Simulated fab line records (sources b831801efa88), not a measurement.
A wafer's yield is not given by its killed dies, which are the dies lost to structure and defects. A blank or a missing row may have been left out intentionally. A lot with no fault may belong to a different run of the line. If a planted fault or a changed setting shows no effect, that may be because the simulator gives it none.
Problem report, 8D (eight disciplines) form, completed by code    flow gf180mcu    the parts of the form that need people (team, actions taken, sign-off) are left out

== 1. THE PROBLEM ==
Wafers free of any fault read 847 nm (standard deviation 12) for V4_CVD_02_THK at GF_V4_THK_MEAS_03, against a mean of 1458 nm on 3 wafers of 3 lots. That puts it +51 standard deviations away from the usual mean.
Earliest sighting: wafer L404.4 on filmMetro-03 at day 27 23:25. The record has a number at this step for 32 wafers belonging to 12 lots. Rule for "out", or "out of limits": more than 4 standard deviations from the usual mean. Any other wafer with a number is counted as sound.

== 2. WHAT IT IS AND WHAT IT IS NOT ==
question                     is                          is not
which readings at this step  V4_CVD_02_THK               -
which lots                   L404, L407, L409            L394, L395, L396, L397, L398, L400, L402, L408, L410
which wafers of those lots   L404.4, L407.4, L409.2      L404.5, L407.1, L409.1
read on which gauges         filmMetro-03, filmMetro-04  filmMetro-01
when                         from day 27 23:25           up to then (21 sound wafers); but 8 sound wafers of L407, L408, L409, L410 came after

== 3. SUSPECTS, AND WHAT RULES EACH OUT ==
Counting: if a tool at a process step up to the reading ran every lot that is out, it stays a suspect. Sound lots after the first of them don't rule it out here, since some wafers of a struck lot are sound.
- the gauge at GF_V4_THK_MEAS_03 has been ruled out. 2 gauges (filmMetro-03, filmMetro-04) read the wafers that are out.
- pecvd-04 at GF_V4_CVD_02 (deposits SiO2 from TEOS, target thk 850 nm, time 94.851 s): kept. It processed each lot that is out (first: L404, day 27 23:21); up to then, its last sound lot is L400 (day 26 06:31).
- Within pecvd-04 at GF_V4_CVD_02: the wafers that are out ran in chambers 0, 2; their sound lot-mates ran in chamber 1.
Left after counting: pecvd-04 at GF_V4_CVD_02.

== 4. THE CAUSE (what the simulator had put in) ==
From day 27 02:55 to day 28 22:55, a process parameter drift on pecvd-04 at GF_V4_CVD_02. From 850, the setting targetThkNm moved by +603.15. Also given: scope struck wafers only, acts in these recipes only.
Only this tool survived the counting.

== 5. THE CHAIN OF EFFECTS, in route order ==
Rows list readings where the struck wafers' mean (over those with a number) sits beyond 3 standard deviations from the usual. Scope: only readings with a usual standard deviation given in the record; hours: median across lots of the time from each lot's start at the first step in this table that gives one to its start at this step; sigmas: change in usual standard deviations.
hours  step               reading          usual   on struck wafers  change  sigmas
0      GF_V4_THK_MEAS_03  V4_CVD_02_THK    847 nm  1458              +611    +51
2      GF_V4_CMP_04       timeToEndpointS  80 s    316               +236    +35
It contains these process steps:
- GF_V4_CMP_04: polishes SiO2.
Later steps that measure or inspect, where all struck wafers having a row at the step show a number for every such reading and not one has moved that far: GF_V4_BOW_MEAS_05, GF_V4_OVL_MEAS_15.

== 6. WHAT WOULD HAVE CAUGHT IT SOONER ==
Counted from the fault's start at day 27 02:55, it took 20 hours until the first out-of-limits reading at a measuring or inspecting step in this record, taken at day 27 23:25.
Of the tool readings at GF_V4_CVD_02 for which the record gives a usual standard deviation, none was out on any struck wafer, so an alarm limit of 4 standard deviations on them would not have fired.
Of the lots that are out (3), L407, L409 began GF_V4_CVD_02 on pecvd-04 after day 27 23:25. A hold on the tool at that time would have spared those 2.
